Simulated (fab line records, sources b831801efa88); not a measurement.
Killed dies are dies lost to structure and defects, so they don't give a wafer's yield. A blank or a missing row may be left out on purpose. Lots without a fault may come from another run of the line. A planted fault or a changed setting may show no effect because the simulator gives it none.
Which tool did it? | flow sky130 | 6 lots, 18 wafers sampled, at 2 steps of a route of 708

WHAT THE GAUGES READ, wafer by wafer
SKY_LDD_LDN_TW_MEAS_13.
lot  | measured     | on            | LDD_LDN_TW
L566 | day 24 04:11 | film_metro-02 | 1460 1463 1463
L571 | day 26 07:37 | film_metro-04 | 1481 1481 1481
L574 | day 26 18:06 | film_metro-02 | 1454 1455 1463
L575 | day 26 22:19 | film_metro-02 | 1456 1462 1443
L582 | day 29 04:53 | film_metro-01 | 1539 1541 1544
L587 | day 30 23:22 | film_metro-01 | 1486 1486 1478

WHICH TOOL RAN EACH LOT (tool, then ch and the chambers of the sampled wafers, then the start)
lot  | SKY_LDD_LDN_IMPLANT_10
L566 | implanter-02 ch 0, day 24 03:49
L571 | implanter-02 ch 0, day 26 07:13
L574 | implanter-01 ch 0, day 26 17:43
L575 | implanter-01 ch 0, day 26 21:55
L582 | implanter-01 ch 0, day 29 04:29
L587 | implanter-02 ch 0, day 30 22:59
- SKY_LDD_LDN_IMPLANT_10

THE ANSWER, worked out from the rows above alone
Rule: what is usual is taken from the lots themselves. Put in order of their means at a reading, lots are off if they are a third of the lots or fewer, leave a main group of 4 or more, and stand apart from it by a gap of 3 or more times the standard deviation of the main group's means; of several such gaps the widest counts. A main group whose means are all the same, to the digits that the tables above print for the reading, isn't used. A lot without any number at a reading at which 4 lots or more have one is off too. The other lots that the step has rows for count as sound.
Off: L582, at SKY_LDD_LDN_TW_MEAS_13 (LDD_LDN_TW). The main group: mean 1467, standard deviation 12.
A tool fits if, at a process step before that reading, it ran every lot that is off, and no sound lot after the first of them. The gauges at SKY_LDD_LDN_TW_MEAS_13 are tried like those tools. One fits: implanter-01 at SKY_LDD_LDN_IMPLANT_10. Its last sound lot is L575 (day 26 21:55), its first lot that is off L582 (day 29 04:29): a fault that began between those two fits.

WHAT THE SIMULATOR HAD PUT IN
Process parameter drift: implanter-01, from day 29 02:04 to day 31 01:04, at SKY_LDD_LDN_IMPLANT_10. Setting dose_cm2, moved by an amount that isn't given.
Lots struck among those shown: L582. The rule above found the same.
